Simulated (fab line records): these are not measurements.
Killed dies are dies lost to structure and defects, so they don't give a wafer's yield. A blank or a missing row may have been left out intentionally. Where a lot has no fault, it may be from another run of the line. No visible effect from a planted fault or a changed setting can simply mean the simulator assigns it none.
A struck lot beside a sound one -- flow sky130 -- 17 out of 708 route steps
Sound: wafers L177.2, L177.3, L177.5. Struck: wafers L186.3, L186.4 (left out: L186.6, a lot-mate that was not struck); the cause follows at the end.
Order at every step that has rows: each side's tool, ch and its chambers, its first start. Under that, the readings that differ: sound wafers -- struck wafers -- difference of the means -- sigmas: that difference in standard deviations of wafers without a fault.
alike: same words and numbers on both sides, and readings whose means sit less than 2 such deviations apart. not compared: any withheld reading, any reading some wafer has no value for, any bound like >300 that may hide the same value, and any number with overlapping values for which the record gives no deviation.
A row with sigmas, a row that says differs or no value, or rows on one side alone: a step with any of these is where the two part. When numbers do not overlap yet have no deviation, they are printed without sigmas and do not part them. Lack of a reading on every wafer of one side parts them only where that side has two or more wafers.

SKY_LDD_P_OVL_MEAS_08:
  sound: overlay-01 at day 20 10:08; struck: overlay-02 at day 24 05:24
  alike: LDD_P_OVL
after that, 1 step had no rows for these wafers: SKY_LDD_P_IMPLANT_09.
SKY_LDD_P_STRIP_10: strips in O2/N2.
  sound on plasma_asher-02 ch 0, day 20 10:19; struck on plasma_asher-02 ch 0,1, day 24 05:37
  alike: chamber_pressure_mTorr, drypump_motor_current_A, oes_product_au, strip_time_to_endpoint_s
  not compared: rf_hours_counter_h
SKY_LDD_P_TW_MEAS_11:
  sound: film_metro-02 at day 20 10:26; struck: film_metro-02 at day 24 05:41
  alike: LDD_P_TW
then, 7 steps without rows for these wafers: SKY_LDD_HVN_DEHYDRATE_00 (time 60 s); SKY_LDD_HVN_HMDS_01 (prime time 60 s); SKY_LDD_HVN_COAT_02 (resist thk 300 nm); SKY_LDD_HVN_SOFTBAKE_03 (time 57.99 s); SKY_LDD_HVN_EXPOSE_04 (exposes mask HVNTM, target cd 700 nm); SKY_LDD_HVN_PEB_05; SKY_LDD_HVN_DEVELOP_06 (develop time 60 s).
SKY_LDD_HVN_OVL_MEAS_07:
  sound: overlay-01 at day 21 16:56; struck: overlay-01 at day 25 11:32
  alike: LDD_HVN_OVL
SKY_LDD_HVN_IMPLANT_08:
  sound on implanter-04 ch 0, day 21 16:59; struck on implanter-01 ch 0, day 25 11:37
  alike: end_station_pressure_torr
SKY_LDD_HVN_STRIP_09: strips in O2/N2.
  sound on plasma_asher-01 ch 0,1, day 21 17:07; struck on plasma_asher-03 ch 0,1, day 25 11:45
  alike: chamber_pressure_mTorr, drypump_motor_current_A, oes_product_au, strip_time_to_endpoint_s
  not compared: rf_hours_counter_h
SKY_LDD_HVN_TW_MEAS_10:
  sound: film_metro-02 at day 21 17:14; struck: film_metro-02 at day 25 11:50
reading,sound,struck,difference,sigmas
LDD_HVN_TW,1436 1430 1434,1362 1356,-74,-7
then, 1 step without rows for these wafers: SKY_LDD_HVP_DEHYDRATE_00 (time 60 s).
-- here the record skips 24 days between the struck wafers' starts before and after, leaving off in module LDD_HVP and picking up in module PAD_OPEN (first step shown: number 708 of the route) --
SKY_PAD_OPEN_PROBE_99:
  sound: prober-02 at day 46 16:38; struck: prober-02 at day 49 02:51
reading,sound,struck,difference,sigmas
model.etest.tip_n_5v.rs_ohm_sq,1389 1374 1378,1682 1692,+307,
model.etest.tip_n_5v.rs_ohm_sq_range,33.89 54.55 36.88,358.5 329,+302.0,
model.etest.tip_n_5v.rs_ohm_sq_rim_less_centre,10.74 15.61 -3.78,-163.4 -183.6,-181.0,
model.etest.nfet_g5v0d10v5.r_on_ohm_um,1876 1878 1883,1936 1937,+58,
model.etest.nfet_g5v0d10v5.vt_sat_v (V),0.7647 0.7601 0.7651,0.7895 0.7794,+0.0212,
model.etest.nfet_g5v0d10v5.vt_v_range,0.01067 0.006371 0.01692,0.02433 0.02206,+0.01187,
  alike: killed_at_M0_to_M3, killed_at_M4_up, killed_at_contacts, killed_at_front_end, killed_at_other, killed_dies, killed_open, killed_short

== WHERE THEY PART ==
At SKY_LDD_HVN_TW_MEAS_10 and nowhere else, as far as this record goes. Later steps at which nothing parts them and some readings are alike: SKY_PAD_OPEN_PROBE_99.

WHY: whatever the simulator had introduced
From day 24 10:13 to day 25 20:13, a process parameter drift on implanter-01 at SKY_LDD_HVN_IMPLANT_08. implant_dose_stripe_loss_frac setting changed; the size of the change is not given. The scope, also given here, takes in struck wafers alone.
